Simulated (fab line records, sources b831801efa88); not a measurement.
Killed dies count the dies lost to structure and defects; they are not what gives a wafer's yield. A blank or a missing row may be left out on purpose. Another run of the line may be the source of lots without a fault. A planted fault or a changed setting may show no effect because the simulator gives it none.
8D (eight disciplines) problem report, filled in by code + flow sky130 + the parts of the form that need people (team, actions taken, sign-off) are left out

1. THE PROBLEM
Wafers without a fault read 0.855 a.u., standard deviation 0.0052; oes product au at SKY_POLY_CUT_ETCH_10 reads a mean of 0.898 a.u. on 6 wafers belonging to 2 lots. Relative to the usual mean, that is a shift of +8.3 standard deviations.
The step: etches BARC in N2/H2, stops on SiO2, time 45.9 s, target depth 60 nm.
Earliest sighting: wafer L842.3 on rie diel-03 at day 29 11:08. The record has a number at this step for 30 wafers belonging to 10 lots. By rule, "out" or "out of limits" means more than 4 standard deviations away from the usual mean. Any other wafer with a number is counted as sound.

2. WHAT IT IS; WHAT IT IS NOT
| question                    | is                     | is not                                                                                 |
|-----------------------------|------------------------|----------------------------------------------------------------------------------------|
| which readings at this step | oes product au         | drypump motor current A                                                                |
| which lots                  | L842, L844             | L834, L835, L836, L838, L845, L849, L851, L852                                         |
| which wafers of those lots  | all that have a number | -                                                                                      |
| read on which tools         | rie diel-03            | rie diel-01, rie diel-04                                                               |
| when                        | from day 29 11:08      | up to then (12 sound wafers); but 12 sound wafers of L845, L849, L851, L852 came after |

3. WHAT RULES OUT EACH SUSPECT
Counting: a tool stays on the suspect list if, at a process step up to the reading, it processed all lots that are out and no sound lot following the first of them.
- plasma asher-03 at SKY_LDD_P_STRIP_10 (strips in O2/N2): ruled out as a lasting fault. Following L842 (day 24 11:05), the first lot on it that is out, the sound lots L851 were run on it.
- litho track-02 at SKY_POLY_CUT_COAT_02 (resist thk 60 nm): kept. It processed each lot that is out, first L842 at day 28 20:22, and no sound lot thereafter; up to then, the last sound lot it processed was L838 at day 27 04:39.
- rie diel-03 at SKY_POLY_CUT_ETCH_10 (etches BARC in N2/H2, stops on SiO2, time 45.9 s, target depth 60 nm): ruled out as a lasting fault. Following L842 (day 29 11:08), the first lot on it that is out, the sound lots L845 were run on it.
Remaining after the count: litho track-02 at SKY_POLY_CUT_COAT_02.

4. THE CAUSE (what the simulator had put in)
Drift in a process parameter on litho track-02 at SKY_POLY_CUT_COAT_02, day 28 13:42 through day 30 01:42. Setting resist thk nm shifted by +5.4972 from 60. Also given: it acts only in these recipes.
This tool alone remained once counting was done.

5. THE EFFECT CHAIN, in route order
Each row: a reading whose mean over the struck wafers that have a number lies more than 3 standard deviations from the usual. Readings are gone through only where the record gives a usual standard deviation; hours: the median, over the lots, of the time from a lot's start at the first step in this table giving one to that lot's start at this step; sigmas: the change measured in usual standard deviations.
| hours | step                  | reading                  | usual      | on struck wafers | change | sigmas |
|-------|-----------------------|--------------------------|------------|------------------|--------|--------|
| 0     | SKY_POLY_CUT_ETCH_10  | oes product au           | 0.855 a.u. | 0.898            | +0.043 | +8.3   |
| 0     | SKY_POLY_CUT_STRIP_12 | strip time to endpoint s | 5.354 s    | 5.418            | +0.064 | +4.3   |
Process steps it contains:
- SKY_POLY_CUT_ETCH_10: etches BARC in N2/H2, stops on SiO2, time 45.9 s, target depth 60 nm.
- SKY_POLY_CUT_STRIP_12: strips in O2/N2.

6. WHAT WOULD HAVE CAUGHT IT SOONER
In this record no reading fell out of limits until day 29 11:08, 21 hours after the fault had begun at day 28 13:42.
Lots out: 2; all had begun SKY_POLY_CUT_COAT_02 on litho track-02 by day 29 11:08. None of them would have been spared by holding the tool at that moment.
